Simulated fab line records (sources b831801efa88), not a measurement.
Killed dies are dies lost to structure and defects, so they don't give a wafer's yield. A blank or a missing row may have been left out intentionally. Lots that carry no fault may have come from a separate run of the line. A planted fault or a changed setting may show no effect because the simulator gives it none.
fab line records    flow sky130
[record] lots = 5  wafers = 15  last_day = 50
route steps=708 shown VIA3@590 METAL4@598 CAP2M@603 PAD_OPEN@708
lots that met no fault: taken from a fault-free run of the same line
start_h: hours from the record's opening day to when the first of the lot's shown wafers began    wait_h: hours since the lot's step before    " repeats the value in the row above    L1.1+2: a single row standing in for several wafers    - value missing, or start not given    * or withheld: withheld    < > ~ a bound
route shown NAME@n: NAME is a module with steps in the file, n the number in the route of the first one    usual: mean and standard deviation over wafers with no fault    same: alike in all rows    chamber/n: place in a boat    sites: each site's reading    _std_site: standard deviation across them    _edge_site: inner sites' mean taken away from outer sites' mean    radius_mm: for every site, how far away it sits from the centre of the wafer    mask NAME#n: copy n    behind: tool/chamber where the wafer was last shaped    hold: why the lot went on hold/how many hours it stayed there/how the hold came to an end    device: the transistor (n, p or np) that didn't switch    end of line: the tests these same wafers got at the end of their route    a step with no rows: only its recipe    killed: count of dies lost to structure and defects at first sort (not the wafer's yield)    map: per-die view of a wafer (x killed, . not killed, _ where there is no die)
set.NAME: the run value of the setting; set.NAME@STEP: its run value at that earlier step    model.NAME: the simulator's own value behind a step, which no gauge read
lots at some steps of the route; a table a step, a row a wafer
services: from which hour (start_h, from the record's first day; less than 0 if before it) a tool's chamber was out of use, for how many hours, and why
[[steps]]
[step SKY_VIA3_STRIP_17]
[recipe] chemistry = post_etch_residue_remover  time_s = 1200  temp_c = 72.5
[step SKY_VIA3_CLEAN_18]
[recipe] chemistry = IPA  time_s = 180  temp_c = 25
[step SKY_VIA3_CLEAN_19]
[recipe] chemistry = O3/DIW  dry = n2_spin
[step SKY_VIA3_SPUTTER_20]
[recipe] material = TiN  target_thk_nm = 20  chamber_pressure_pa = 5  power_w = 4000  time_s = 80
[usual] cathode_dc_power_W = 4000.1/0.64  throttle_valve_pct = 29.9/1.2
[same] time_s = 80
lot.wafer  tool            chamber  start_h  wait_h  cathode_dc_power_W  throttle_valve_pct
L198.2     pvd_sputter-02  -        939.41   0.0     3999.9              31.7
L198.3     "               -        "        "       4000.2              30.1
L198.4     "               -        "        "       4000.7              30.5
L204.4     pvd_sputter-01  -        1000.35  0.0     3999.6              28.6
L204.5     "               -        "        "       4000.1              28.7
L204.6     "               -        "        "       4000.3              30.0
L210.1     pvd_sputter-01  -        1015.64  0.0     3999.6              30.4
L210.4     "               -        "        "       4000.5              30.2
L210.5     "               -        "        "       3999.7              30.7
L218.1     pvd_sputter-02  -        1079.07  0.0     3999.7              30.2
L218.3     "               -        "        "       4000.1              32.2
L218.6     "               -        "        "       4000.0              32.0
L215.3     pvd_sputter-02  -        1079.60  0.0     3999.9              30.3
L215.5     "               -        "        "       3999.6              32.0
L215.6     "               -        "        "       3999.0              29.8
[step SKY_VIA3_CVD_21]
[recipe] material = W  target_thk_nm = 390  time_s = 117.31  temp_c = 400  pressure_torr = 40
[step SKY_VIA3_RS_MEAS_22]
[recipe] thk_meas_gauge = four-point-probe  reads = W_of_VIA3_CVD_21+TiN_of_VIA3_SPUTTER_20
[usual] VIA3_W_RS = 0.2918/0.003
lot.wafer  tool           chamber  start_h  wait_h  VIA3_W_RS[ohm/sq]
L198.2     film_metro-02  -        939.61   0.1     0.2975
L198.3     "              -        "        "       0.2939
L198.4     "              -        "        "       0.2884
L204.4     film_metro-02  -        1000.60  0.1     0.2961
L204.5     "              -        "        "       0.2911
L204.6     "              -        "        "       0.2952
L210.1     film_metro-01  -        1015.82  0.1     0.2951
L210.4     "              -        "        "       0.2905
L210.5     "              -        "        "       0.2943
L218.1     film_metro-01  -        1079.25  0.1     0.2913
L218.3     "              -        "        "       0.2923
L218.6     "              -        "        "       0.2924
L215.3     film_metro-01  -        1079.82  0.1     0.2927
L215.5     "              -        "        "       0.2987
L215.6     "              -        "        "       0.2911
[step SKY_VIA3_THK_MEAS_23]
[recipe] thk_meas_gauge = xrf  reads = W_of_VIA3_CVD_21
[usual] VIA3_W_THK = 393/5.8
lot.wafer  tool           chamber  start_h  wait_h  VIA3_W_THK[nm]
L198.2     film_metro-02  -        939.72   0.1     383
L198.3     "              -        "        "       388
L198.4     "              -        "        "       394
L204.4     film_metro-02  -        1000.69  0.1     391
L204.5     "              -        "        "       400
L204.6     "              -        "        "       394
L210.1     film_metro-01  -        1015.94  0.1     391
L210.4     "              -        "        "       394
L210.5     "              -        "        "       392
L218.1     film_metro-01  -        1079.37  0.1     386
L218.3     "              -        "        "       387
L218.6     "              -        "        "       385
L215.3     film_metro-01  -        1079.92  0.1     386
L215.5     "              -        "        "       380
L215.6     "              -        "        "       387
[step SKY_VIA3_CMP_24]
[recipe] stop_on = SiO2  t_overpolish_s = 20  down_force_psi = 3.5  platen_rpm = 60  target_thk_nm = 0  pad_velocity_m_s = 0.94248
[usual] motor_current_A = 11.1/0.99  overpolish_run_s = 20.000/0.0084  time_to_endpoint_s = 94/5.7
lot.wafer  tool    chamber  start_h  wait_h  motor_current_A  overpolish_run_s  time_to_endpoint_s
L198.3     cmp-01  1        939.82   0.1     10.7             19.994            90
L198.2     "       2        "        "       11.3             19.997            90
L198.4     "       3        "        "       12.6             19.994            103
L204.4     cmp-02  3        1000.88  0.2     9.9              20.014            88
L204.5     "       0        "        "       12.4             20.010            96
L204.6     "       1        "        "       10.4             19.999            94
L210.1     cmp-01  0        1016.00  0.1     11.5             20.006            94
L210.4     "       2        "        "       11.4             20.003            93
L210.5     "       0        "        "       12.1             20.007            95
L218.1     cmp-01  3        1079.48  0.1     13.2             20.000            98
L218.3     "       0        "        "       11.8             20.006            98
L218.6     "       2        "        "       11.4             20.002            95
L215.3     cmp-01  0        1080.06  0.1     11.8             19.988            99
L215.6     "       2        "        "       11.6             19.993            92
L215.5     "       3        "        "       12.8             19.991            100
[step SKY_METAL4_SPUTTER_00]
[recipe] material = Ti  target_thk_nm = 15  power_w = 3000  time_s = 10  chamber_pressure_pa = 0.4
[step SKY_METAL4_SPUTTER_01]
[recipe] material = TiN  target_thk_nm = 20  power_w = 6500  time_s = 16.7  chamber_pressure_pa = 0.4
[usual] cathode_dc_power_W = 6500.0/1.2  throttle_valve_pct = 30.0/1.1
[same] time_s = 16.7
lot.wafer  tool            chamber  start_h  wait_h  cathode_dc_power_W  throttle_valve_pct
L198.2     pvd_sputter-03  -        940.09   0.0     6500.5              29.9
L198.3     "               -        "        "       6500.8              31.5
L198.4     "               -        "        "       6500.0              31.0
L204.4     pvd_sputter-02  -        1001.08  0.0     6498.8              32.0
L204.5     "               -        "        "       6501.1              29.3
L204.6     "               -        "        "       6501.8              30.3
L210.1     pvd_sputter-03  -        1016.32  0.0     6499.6              29.6
L210.4     "               -        "        "       6500.6              31.1
L210.5     "               -        "        "       6499.8              27.6
L218.1     pvd_sputter-03  -        1079.76  0.0     6500.0              30.1
L218.3     "               -        "        "       6499.2              31.1
L218.6     "               -        "        "       6501.1              29.5
L215.3     pvd_sputter-02  -        1080.29  0.0     6500.4              30.4
L215.5     "               -        "        "       6499.9              29.5
L215.6     "               -        "        "       6501.2              30.6
[step SKY_METAL4_SPUTTER_02]
[recipe] material = AlCu  target_thk_nm = 735  power_w = 10600  time_s = 39.1  chamber_pressure_pa = 0.4
[step SKY_METAL4_SPUTTER_03]
[recipe] material = Ti  target_thk_nm = 5  power_w = 3000  time_s = 3.3  chamber_pressure_pa = 0.4
[usual] cathode_dc_power_W = 3000.0/0.6  throttle_valve_pct = 30.0/1.1
[same] time_s = 3.3
lot.wafer  tool            chamber  start_h  wait_h  cathode_dc_power_W  throttle_valve_pct
L198.2     pvd_sputter-03  -        940.16   0.0     2999.6              29.8
L198.3     "               -        "        "       2998.9              31.6
L198.4     "               -        "        "       3000.4              31.3
L204.4     pvd_sputter-02  -        1001.14  0.0     3000.4              32.2
L204.5     "               -        "        "       2999.4              29.6
L204.6     "               -        "        "       3001.2              30.3
L210.1     pvd_sputter-03  -        1016.39  0.0     3000.0              30.0
L210.4     "               -        "        "       2999.7              31.2
L210.5     "               -        "        "       3001.6              28.3
L218.1     pvd_sputter-03  -        1079.82  0.0     3000.1              30.0
L218.3     "               -        "        "       2999.6              31.2
L218.6     "               -        "        "       2999.4              29.4
L215.3     pvd_sputter-02  -        1080.35  0.0     2999.7              30.1
L215.5     "               -        "        "       3000.5              29.6
L215.6     "               -        "        "       3000.0              30.7
[step SKY_METAL4_SPUTTER_04]
[recipe] material = TiN  target_thk_nm = 70  power_w = 6500  time_s = 58.3  chamber_pressure_pa = 0.4
[usual] cathode_dc_power_W = 6500.2/1.2  throttle_valve_pct = 30.0/1.1
[same] time_s = 58.3
lot.wafer  tool            chamber  start_h  wait_h  cathode_dc_power_W  throttle_valve_pct  model.TiN_of_METAL4_SPUTTER_04.thk_nm
L198.2     pvd_sputter-03  -        940.17   0.0     6499.7              29.9                71.3
L198.3     "               -        "        "       6501.0              31.1                70.27
L198.4     "               -        "        "       6501.2              31.3                70.86
L204.4     pvd_sputter-02  -        1001.17  0.0     6500.9              32.2                70.05
L204.5     "               -        "        "       6500.9              29.3                69.64
L204.6     "               -        "        "       6094.2              30.4                64.72
L210.1     pvd_sputter-03  -        1016.41  0.0     6500.5              29.6                70.28
L210.4     "               -        "        "       6498.1              31.5                70.82
L210.5     "               -        "        "       6499.4              28.2                70.48
L218.1     pvd_sputter-03  -        1079.84  0.0     6500.2              29.8                69.19
L218.3     "               -        "        "       6502.3              31.2                69.7
L218.6     "               -        "        "       6502.1              29.3                68.17
L215.3     pvd_sputter-02  -        1080.37  0.0     6498.4              30.5                71.53
L215.5     "               -        "        "       6500.4              29.7                71.07
L215.6     "               -        "        "       6498.6              30.6                70.22
[step SKY_CAP2M_CVD_00]
[recipe] material = SiO2  target_thk_nm = 15.5  temp_c = 400  time_s = withheld  rf_w = 450
[usual] heater_power_w = 668/64
lot.wafer  tool      chamber  start_h  wait_h  heater_power_w
L198.2     pecvd-04  2        940.22   0.0     676
L198.3     "         0        "        "       706
L198.4     "         0        "        "       696
L204.4     pecvd-02  0        1001.21  0.0     675
L204.5     "         1        "        "       617
L204.6     "         2        "        "       722
L210.1     pecvd-04  2        1016.45  0.0     717
L210.4     "         0        "        "       619
L210.5     "         2        "        "       718
L218.1     pecvd-02  1        1079.89  0.0     643
L218.3     "         0        "        "       714
L218.6     "         1        "        "       634
L215.3     pecvd-04  0        1080.42  0.0     682
L215.5     "         2        "        "       637
L215.6     "         1        "        "       608
[step SKY_PAD_OPEN_PROBE_99]
[usual] defect_limited_yield = 82.5/2  killed_at_M0_to_M3 = 44/7.1  killed_at_M4_up = 3.1/1.8  killed_at_contacts = 24/5.3  killed_at_front_end = 15/4.5  killed_at_other = 0.2/0.42  killed_dies = 86/9.6  killed_open = 46/6.9  killed_short = 40/6.4  sort_bin_3_pad_short = 0.8/0.36  sort_bin_5_function = 10.3/1.3  sort_bin_6_memory = 6.4/1.2  sort_n_pass = 406/9.6  sort_yield_pct = 82.5/2
[same] gross_dies = 492  killed_at_back_side = 0  sort_bin_4_leakage[%] = 0  sort_bin_8_speed[%] = 0
lot.wafer  tool       chamber  start_h  wait_h  defect_limited_yield[%]  killed_at_M0_to_M3  killed_at_M4_up  killed_at_contacts  killed_at_front_end  killed_at_other  killed_dies  killed_open  killed_short  sort_bin_3_pad_short[%]  sort_bin_5_function[%]  sort_bin_6_memory[%]  sort_n_pass  sort_yield_pct[%]
L204.4     prober-02  -        1136.35  0.2     80.7                     43                  6                20                  26                   0                95           46           49            0.6                      11.8                    6.9                   397          80.7
L204.5     prober-02  -        1136.40  0.2     81.1                     42                  2                24                  25                   0                93           50           43            1.4                      10.8                    6.7                   399          81.1
L204.6     prober-02  -        1136.45  0.2     83.7                     44                  1                23                  12                   0                80           42           38            0.6                      11.0                    4.7                   412          83.7
L215.3     prober-01  -        1198.43  0.2     84.3                     41                  3                17                  16                   0                77           32           45            0.8                      8.7                     6.1                   415          84.3
L215.5     prober-01  -        1198.53  0.2     78.3                     57                  1                30                  19                   0                107          66           41            1.2                      12.2                    8.3                   385          78.3
L215.6     prober-01  -        1198.58  0.2     82.3                     48                  1                25                  13                   0                87           46           41            0.6                      10.6                    6.5                   405          82.3
// killed by level:class
L204.4 VIA2:geometric_particle:open=10 POLY_GATE:geometric_particle:short=8 CONTACT:geometric_particle:open=7 METAL2:geometric_particle:short=7 FIELD_ISO:geometric_particle:open=6 VIA3:geometric_particle:open=6 FIELD_ISO:geometric_particle:short=5 LI_CONTACT:geometric_particle:open=5
L204.5 VIA2:geometric_particle:open=8 VIA3:geometric_particle:open=8 POLY_GATE:geometric_particle:open=7 VIA2:geometric_particle:short=6 POLY_GATE:geometric_particle:short=6 LI_CONTACT:geometric_particle:open=6 VIA1:geometric_particle:open=5 LI_CONTACT:geometric_particle:short=5
L204.6 CONTACT:geometric_particle:open=10 METAL2:geometric_particle:short=9 VIA3:geometric_particle:open=8 VIA1:geometric_particle:open=6 FIELD_ISO:geometric_particle:open=4 VIA2:geometric_particle:short=4 CONTACT:geometric_particle:short=4 VIA3:geometric_particle:short=4
L215.3 VIA1:geometric_particle:open=8 METAL1:geometric_particle:short=7 METAL2:geometric_particle:short=7 LI_CONTACT:geometric_particle:open=6 FIELD_ISO:geometric_particle:open=5 VIA3:geometric_particle:open=5 CONTACT:geometric_particle:open=5 VIA1:geometric_particle:short=5
L215.5 VIA1:geometric_particle:open=19 VIA3:geometric_particle:open=11 LI_CONTACT:geometric_particle:open=11 CONTACT:geometric_particle:open=11 METAL1:geometric_particle:short=8 POLY_GATE:geometric_particle:short=6 VIA2:geometric_particle:open=6 VIA1:geometric_particle:short=5
L215.6 VIA1:geometric_particle:open=11 LI_CONTACT:geometric_particle:open=8 VIA2:geometric_particle:open=8 METAL1:geometric_particle:short=7 LI_CONTACT:geometric_particle:short=5 CONTACT:geometric_particle:open=5 VIA3:geometric_particle:short=5 METAL2:geometric_particle:short=4
[[services]]
tool            chamber  start_h  hours  kind
pvd_sputter-01  -        919.96   1.9    repair
cmp-02          -        929.78   1.1    repair
pecvd-04        -        933.19   1.4    repair
pvd_sputter-03  0        934.41   -      consumable_replace:kit
pvd_sputter-03  0        934.41   18.0   scheduled_down
pvd_sputter-03  0        934.41   18.0   vent_cycle
cmp-01          -        950.98   5.6    repair
cmp-02          -        951.52   1.5    repair
cmp-01          -        958.30   6.8    pm
pecvd-04        -        983.46   0.9    repair
pvd_sputter-02  0        996.53   -      consumable_replace:kit
pvd_sputter-02  0        996.53   18.0   scheduled_down
pvd_sputter-02  0        996.53   18.0   vent_cycle
pvd_sputter-02  -        1003.35  1.8    repair
pecvd-04        1        1020.54  2.9    repair
cmp-01          -        1028.42  0.9    repair
cmp-01          -        1037.75  8.1    pm
pvd_sputter-03  3        1041.34  -      consumable_replace:kit
pvd_sputter-03  3        1041.34  18.0   scheduled_down
pecvd-04        0        1062.22  6.9    repair
pvd_sputter-01  -        1064.74  0.5    repair
cmp-02          -        1066.19  2.4    repair
pvd_sputter-01  -        1071.49  4.3    repair
pecvd-02        -        1076.88  2.8    repair
[[key]]
[first_sign] step = SKY_METAL4_SPUTTER_04  reading = cathode_dc_power_W  direction = down  sigmas = 99+  usual = 6500.2  struck = 6094.2
effect none on later readings
[model_effect] step = SKY_METAL4_SPUTTER_04  value = TiN_of_METAL4_SPUTTER_04.thk_nm  without = 69.09  struck = 64.72
met_at SKY_METAL4_SPUTTER_04
struck_wafers L204.6
[fault] kind = process_parameter_drift  tool = pvd_sputter-02  chamber = -  onset_h = 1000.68  steps = SKY_METAL4_SPUTTER_04  channel = power_w  offset = *  shape = step  end_h = 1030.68  acts_in = *  stated = *  scope = struck_wafers_only
